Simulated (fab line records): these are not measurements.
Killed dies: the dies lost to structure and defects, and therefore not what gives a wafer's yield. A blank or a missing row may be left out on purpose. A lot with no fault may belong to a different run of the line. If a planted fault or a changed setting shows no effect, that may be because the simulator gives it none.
fab line records	flow sky130
record lots=12	wafers=36	lastDay=50
route steps=708 shown METAL1@434 VIA4@642 PAD_OPEN@708
lots that met no fault: taken from a fault-free run of the same line
startH: start of the lot's first displayed wafer, in hours after the record's first day	waitH: hours from the lot's prior step to this one	" repeats the value in the row above	L1.1+2: a row that stands for several wafers	- no value, or no start given	* or withheld: withheld	< > ~ a bound
route shown NAME@n: a module of which the file shows steps, and the number in the route of the first	usual: the fault-free wafers' mean and standard deviation	same: alike in all rows	chamber/n: place in a boat	sites: the reading at each site	_std_site: standard deviation across them	_edge_site: mean of outer sites minus mean of inner sites	radiusMm: how far each site lies from the wafer's centre	mask NAME#n: copy n	behind: the most recent tool/chamber to have shaped the wafer	hold: what put the lot on hold/how long, in hours/how the hold closed	device: the transistor (n, p or np) that didn't switch	end of line: the tests these same wafers got at the end of their route	for a step that has no rows: nothing shown but its recipe	killed: not the wafer's yield, but the dies lost to structure and defects at the first sort	map: a wafer's dies, marking killed ones x, the rest . and places with no die _
set.NAME: the setting as run; set.NAME@STEP: as run at that earlier step	model.NAME: the simulator's own value behind a step, which no gauge read
steps of the route over a sample of lots; a table a step, a row a wafer
services: when a tool's chamber went out of use (startH, in hours from the record's first day, below 0 if earlier), for how many hours, and the reason
## steps
# step SKY_METAL1_SPUTTER_00
# recipe material=Ti	targetThkNm=15	powerW=3000	timeS=10	chamberPressurePa=0.4
# usual throttleValvePct=30.1/0.64
lot.wafer	tool	chamber	startH	waitH	throttleValvePct
L501.1	pvdSputter-01	-	739.63	0.1	30.3
L501.3	"	-	"	"	31.1
L501.6	"	-	"	"	30.1
L504.1	pvdSputter-02	-	769.54	0.2	30.0
L504.3	"	-	"	"	30.4
L504.4	"	-	"	"	29.3
L505.3	pvdSputter-04	-	774.49	0.3	29.6
L505.5	"	-	"	"	29.5
L505.6	"	-	"	"	29.1
L508.2	pvdSputter-01	-	792.39	0.2	29.7
L508.3	"	-	"	"	30.3
L508.5	"	-	"	"	30.1
L507.1	pvdSputter-04	-	796.14	0.1	29.0
L507.4	"	-	"	"	31.3
L507.6	"	-	"	"	30.1
L509.2	pvdSputter-01	-	806.84	0.1	30.2
L509.3	"	-	"	"	29.7
L509.6	"	-	"	"	30.2
L510.2	pvdSputter-02	-	815.20	0.2	29.3
L510.3	"	-	"	"	30.6
L510.5	"	-	"	"	30.1
L515.1	pvdSputter-01	-	853.23	0.1	30.4
L515.2	"	-	"	"	29.7
L515.3	"	-	"	"	31.1
L517.2	pvdSputter-01	-	880.36	0.1	29.7
L517.3	"	-	"	"	31.2
L517.4	"	-	"	"	30.1
L519.2	pvdSputter-02	-	887.38	0.2	30.5
L519.5	"	-	"	"	30.3
L519.6	"	-	"	"	30.8
L521.1	pvdSputter-04	-	899.20	0.1	29.9
L521.4	"	-	"	"	30.9
L521.5	"	-	"	"	29.6
L522.2	pvdSputter-04	-	906.17	0.1	31.1
L522.4	"	-	"	"	29.5
L522.5	"	-	"	"	29.6
# step SKY_VIA4_BOW_MEAS_03
# recipe mode=bow
# usual VIA4_BOW=78/7.8
lot.wafer	tool	chamber	startH	waitH	VIA4_BOW[um]
L501.1	filmMetro-03	-	984.15	0.2	75
L501.3	"	-	"	"	86
L501.6	"	-	"	"	80
L504.1	filmMetro-03	-	1010.20	0.2	70
L504.3	"	-	"	"	75
L504.4	"	-	"	"	77
L505.3	filmMetro-03	-	1012.62	0.2	65
L505.5	"	-	"	"	68
L505.6	"	-	"	"	60
L508.2	filmMetro-04	-	1028.57	0.3	85
L508.3	"	-	"	"	84
L508.5	"	-	"	"	84
L507.1	filmMetro-04	-	1031.25	0.2	82
L507.4	"	-	"	"	74
L507.6	"	-	"	"	84
L509.2	filmMetro-04	-	1040.63	0.2	74
L509.3	"	-	"	"	52
L509.6	"	-	"	"	70
L510.2	filmMetro-01	-	1047.88	0.1	76
L510.3	"	-	"	"	83
L510.5	"	-	"	"	80
L515.1	filmMetro-03	-	1081.15	0.3	81
L515.2	"	-	"	"	89
L515.3	"	-	"	"	82
L517.2	filmMetro-03	-	1103.36	0.3	86
L517.3	"	-	"	"	74
L517.4	"	-	"	"	93
L519.2	filmMetro-04	-	1107.63	0.2	83
L519.5	"	-	"	"	75
L519.6	"	-	"	"	77
L521.1	filmMetro-04	-	1114.13	0.2	76
L521.4	"	-	"	"	82
L521.5	"	-	"	"	73
L522.2	filmMetro-01	-	1123.59	0.1	79
L522.4	"	-	"	"	74
L522.5	"	-	"	"	72
# step SKY_VIA4_STRIP_13
# recipe chemistry=O2/N2	powerW=1400	pressureMtorr=1500	platenTempC=withheld	o2FlowSccm=3000	n2FlowSccm=300	overashFraction=0.5
# usual drypumpMotorCurrentA=5.49/0.11	oesProductAu=0.710/0.0048	stripTimeToEndpointS=12.803/0.027
lot.wafer	tool	chamber	startH	waitH	drypumpMotorCurrentA	oesProductAu	rfHoursCounterH	stripTimeToEndpointS
L501.1	plasmaAsher-04	1	1007.89	-	5.41	0.718	26	12.782
L501.3	"	0	"	"	5.68	0.708	-	12.804
L501.6	"	1	"	"	5.38	0.702	-	12.856
L504.1	plasmaAsher-02	1	1033.29	-	5.53	0.716	88	12.818
L504.3	"	1	"	"	5.53	0.706	-	12.846
L504.4	"	0	"	"	5.47	0.705	-	12.799
L505.3	plasmaAsher-02	0	1034.80	-	5.48	0.710	-	12.789
L505.5	"	1	"	"	5.54	0.714	-	12.771
L505.6	"	0	"	"	5.49	0.707	-	12.813
L508.2	plasmaAsher-02	1	1050.56	-	5.50	0.715	89	12.823
L508.3	"	1	"	"	5.50	0.705	-	12.816
L508.5	"	0	"	"	5.48	0.719	-	12.774
L507.1	plasmaAsher-02	1	1053.26	-	5.51	0.708	89	12.772
L507.4	"	0	"	"	5.47	0.720	-	12.792
L507.6	"	0	"	"	5.47	0.710	-	12.862
L509.2	plasmaAsher-04	1	1062.36	-	5.36	0.706	32	12.806
L509.3	"	1	"	"	5.36	0.707	-	12.821
L509.6	"	0	"	"	5.70	0.707	-	12.844
L510.2	plasmaAsher-02	0	1069.27	-	5.49	0.718	91	12.795
L510.3	"	1	"	"	5.54	0.713	-	12.782
L510.5	"	0	"	"	5.45	0.713	-	12.823
L515.1	plasmaAsher-02	1	1101.61	-	5.51	0.711	94	12.774
L515.2	"	0	"	"	5.43	0.706	94	12.798
L515.3	"	1	"	"	5.48	0.705	-	12.808
L517.2	plasmaAsher-04	1	1123.09	-	5.38	0.702	38	12.838
L517.3	"	0	"	"	5.69	0.710	-	12.774
L517.4	"	1	"	"	5.40	0.702	-	12.801
L519.2	plasmaAsher-02	1	1127.26	-	5.50	0.704	97	12.817
L519.5	"	1	"	"	5.51	0.703	-	12.811
L519.6	"	0	"	"	5.48	0.707	-	12.764
L521.1	plasmaAsher-04	0	1132.52	-	5.69	0.712	39	12.792
L521.4	"	1	"	"	5.41	0.702	-	12.831
L521.5	"	0	"	"	5.69	0.708	-	12.809
L522.2	plasmaAsher-04	1	1141.81	-	5.39	0.705	40	12.834
L522.4	"	1	"	"	5.38	0.698	-	12.815
L522.5	"	0	"	"	5.71	0.716	-	12.770
# step SKY_VIA4_RS_MEAS_19
# recipe thkMeasGauge=four-point-probe	reads=W_of_VIA4_CVD_18+TiN_of_VIA4_SPUTTER_17
# usual VIA4_W_RS=0.225/0.0032
lot.wafer	tool	chamber	startH	waitH	VIA4_W_RS[ohm/sq]
L501.1	filmMetro-04	-	1008.70	0.1	0.221
L501.3	"	-	"	"	0.227
L501.6	"	-	"	"	0.224
L504.1	filmMetro-04	-	1034.14	0.1	0.222
L504.3	"	-	"	"	0.221
L504.4	"	-	"	"	0.223
L505.3	filmMetro-03	-	1035.72	0.1	0.225
L505.5	"	-	"	"	0.219
L505.6	"	-	"	"	0.226
L508.2	filmMetro-01	-	1051.39	0.1	0.227
L508.3	"	-	"	"	0.219
L508.5	"	-	"	"	0.231
L507.1	filmMetro-03	-	1054.07	0.1	0.225
L507.4	"	-	"	"	0.221
L507.6	"	-	"	"	0.227
L509.2	filmMetro-03	-	1063.25	0.1	0.221
L509.3	"	-	"	"	0.224
L509.6	"	-	"	"	0.222
L510.2	filmMetro-04	-	1070.16	0.1	0.230
L510.3	"	-	"	"	0.226
L510.5	"	-	"	"	0.229
L515.1	filmMetro-03	-	1102.42	0.1	0.226
L515.2	"	-	"	"	0.223
L515.3	"	-	"	"	0.224
L517.2	filmMetro-03	-	1123.92	0.1	0.224
L517.3	"	-	"	"	0.229
L517.4	"	-	"	"	0.223
L519.2	filmMetro-01	-	1128.09	0.1	0.225
L519.5	"	-	"	"	0.229
L519.6	"	-	"	"	0.227
L521.1	filmMetro-03	-	1133.36	0.1	0.223
L521.4	"	-	"	"	0.221
L521.5	"	-	"	"	0.224
L522.2	filmMetro-04	-	1142.64	0.1	0.219
L522.4	"	-	"	"	0.219
L522.5	"	-	"	"	0.226
# step SKY_PAD_OPEN_PROBE_99
# usual defectLimitedYield=82.6/1.8	killed_at_M0_to_M3=44/6.9	killed_at_M4_up=3.2/1.8	killedAtContacts=23/5.2	killedAtFrontEnd=15/4.5	killedAtOther=0.3/0.56	killedDies=85/8.8	killedOpen=47/6.7	killedShort=39/6.4	sort_bin_3_pad_short=0.8/0.4	sort_bin_5_function=10.2/1.3	sort_bin_6_memory=6.4/1.1	sortNPass=407/8.8	sortYieldPct=82.6/1.8
# same grossDies=492	killedAtBackSide=0	sort_bin_4_leakage[%]=0	sort_bin_8_speed[%]=0
lot.wafer	tool	chamber	startH	waitH	defectLimitedYield[%]	killed_at_M0_to_M3	killed_at_M4_up	killedAtContacts	killedAtFrontEnd	killedAtOther	killedDies	killedOpen	killedShort	sort_bin_3_pad_short[%]	sort_bin_5_function[%]	sort_bin_6_memory[%]	sortNPass	sortYieldPct[%]
L505.3	prober-01	-	1104.43	0.2	81.7	41	4	33	12	0	90	46	44	0.8	10.8	6.7	402	81.7
L505.5	prober-01	-	1104.53	0.2	82.1	44	4	19	21	0	88	49	39	0.2	10.2	7.5	404	82.1
L505.6	prober-01	-	1104.58	0.2	81.1	50	4	25	14	0	93	45	48	1.6	9.6	7.7	399	81.1
L507.1	prober-02	-	1119.52	0.1	82.5	42	4	21	19	0	86	51	35	0.6	11.4	5.5	406	82.5
L507.6	prober-02	-	1119.77	0.2	80.9	47	2	28	16	1	94	55	39	1.4	11.0	6.7	398	80.9
L515.1	prober-01	-	1162.12	0.1	78.7	63	4	28	10	0	105	42	39	1.8	13.8	5.7	387	78.7
L515.2	prober-01	-	1162.17	0.1	71.3	104	5	22	10	0	141	45	34	4.7	17.5	6.5	351	71.3
L515.3	prober-01	-	1162.22	0.2	75.2	80	5	28	9	0	122	44	24	3.3	17.1	4.5	370	75.2
L517.2	prober-02	-	1180.42	0.1	69.1	93	5	39	15	0	152	55	38	3.3	21.5	6.1	340	69.1
L517.3	prober-02	-	1180.47	0.2	68.9	107	6	24	16	0	153	47	44	3.5	19.1	8.5	339	68.9
L517.4	prober-02	-	1180.52	0.2	77.6	60	1	32	17	0	110	50	37	2.8	14.0	5.5	382	77.6
# killed by level:class
L505.3 CONTACT:geometricParticle:open=10 LI_CONTACT:geometricParticle:open=10 VIA1:geometricParticle:short=8 VIA1:geometricParticle:open=7 VIA2:geometricParticle:open=6 LOCAL_INTERCONNECT:geometricParticle:short=5 METAL2:geometricParticle:short=5 CONTACT:geometricParticle:short=4
L505.5 VIA1:geometricParticle:open=9 CONTACT:geometricParticle:open=8 VIA2:geometricParticle:open=6 POLY_GATE:geometricParticle:open=5 LI_CONTACT:geometricParticle:open=5 VIA1:geometricParticle:short=5 VIA2:geometricParticle:short=5 VIA3:geometricParticle:open=5
L505.6 VIA1:geometricParticle:open=10 VIA1:geometricParticle:short=8 CONTACT:geometricParticle:short=8 CONTACT:geometricParticle:open=8 METAL1:geometricParticle:short=6 METAL2:geometricParticle:short=6 POLY_GATE:geometricParticle:open=5 LI_CONTACT:geometricParticle:open=5
L507.1 VIA1:geometricParticle:open=11 CONTACT:geometricParticle:open=11 VIA3:geometricParticle:open=7 VIA1:geometricParticle:short=7 POLY_GATE:geometricParticle:short=5 VIA2:geometricParticle:open=5 FIELD_ISO:geometricParticle:open=4 POLY_GATE:geometricParticle:open=4
L507.6 CONTACT:geometricParticle:open=11 VIA1:geometricParticle:open=9 VIA2:geometricParticle:open=9 VIA1:geometricParticle:short=8 CONTACT:geometricParticle:short=7 FIELD_ISO:geometricParticle:short=6 VIA3:geometricParticle:open=6 POLY_GATE:geometricParticle:open=5
L515.1 METAL1:unspecified=24 CONTACT:geometricParticle:open=11 VIA1:geometricParticle:open=10 METAL2:geometricParticle:short=6 VIA3:geometricParticle:open=6 LOCAL_INTERCONNECT:geometricParticle:short=5 METAL1:geometricParticle:short=5 FIELD_ISO:geometricParticle:short=4
L515.2 METAL1:unspecified=62 VIA1:geometricParticle:open=13 CONTACT:geometricParticle:open=10 VIA3:geometricParticle:open=8 CONTACT:geometricParticle:short=6 VIA2:geometricParticle:open=6 FIELD_ISO:geometricParticle:short=5 VIA3:geometricParticle:short=4
L515.3 METAL1:unspecified=54 CONTACT:geometricParticle:open=12 VIA1:geometricParticle:open=9 LI_CONTACT:geometricParticle:open=6 LOCAL_INTERCONNECT:geometricParticle:short=4 CONTACT:geometricParticle:short=4 VIA2:geometricParticle:open=4 VIA3:geometricParticle:open=4
L517.2 METAL1:unspecified=59 LI_CONTACT:geometricParticle:open=12 CONTACT:geometricParticle:open=12 VIA2:geometricParticle:open=9 CONTACT:geometricParticle:short=7 VIA1:geometricParticle:open=6 POLY_GATE:geometricParticle:open=5 METAL1:geometricParticle:short=5
L517.3 METAL1:unspecified=62 VIA1:geometricParticle:open=12 CONTACT:geometricParticle:open=9 VIA2:geometricParticle:open=7 LI_CONTACT:geometricParticle:open=6 METAL2:geometricParticle:short=6 METAL4:geometricParticle:short=5 LOCAL_INTERCONNECT:geometricParticle:short=5
L517.4 METAL1:unspecified=23 CONTACT:geometricParticle:open=15 VIA1:geometricParticle:open=12 LI_CONTACT:geometricParticle:open=7 FIELD_ISO:geometricParticle:short=6 CONTACT:geometricParticle:short=6 METAL1:geometricParticle:short=5 VIA2:geometricParticle:open=4
## services
tool	chamber	startH	hours	kind
pvdSputter-01	-	720.75	5.1	repair
plasmaAsher-04	-	733.75	9.0	pm
plasmaAsher-04	0	733.75	9.0	ventCycle
plasmaAsher-04	1	733.75	9.0	ventCycle
plasmaAsher-04	0	742.75	-	clean
plasmaAsher-04	1	742.75	-	clean
plasmaAsher-04	-	755.20	0.5	repair
plasmaAsher-02	-	783.97	15.6	pm
plasmaAsher-04	-	823.87	14.6	pm
plasmaAsher-02	-	827.59	2.8	pm
pvdSputter-02	-	842.70	1.3	repair
pvdSputter-01	-	887.25	4.3	repair
pvdSputter-04	-	980.05	17.3	repair
plasmaAsher-02	-	1002.51	3.8	repair
pvdSputter-01	-	1086.06	1.0	repair
pvdSputter-04	-	1086.86	5.1	repair
pvdSputter-01	-	1090.18	15.6	repair
pvdSputter-04	-	1118.34	0.7	repair
pvdSputter-02	-	1131.65	2.2	repair
## key
firstSign step=SKY_PAD_OPEN_PROBE_99	reading=sort_bin_3_pad_short	direction=up	sigmas=6	usual=0.8	struck=3.2
effect step=SKY_PAD_OPEN_PROBE_99	reading=killed_at_M0_to_M3	direction=up	sigmas=5.9	usual=44	struck=84
metAt SKY_METAL1_SPUTTER_00
struckLots L515,L517
notActingAt SKY_VIA4_BOW_MEAS_03,SKY_VIA4_STRIP_13,SKY_VIA4_RS_MEAS_19
onsetBetween 806.84 853.23
fault kind=chamberParticleSource	tool=pvdSputter-01	chamber=-	onsetH=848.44	steps=SKY_METAL1_SPUTTER_00	ratePerVisitCm2=1.3573	endH=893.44
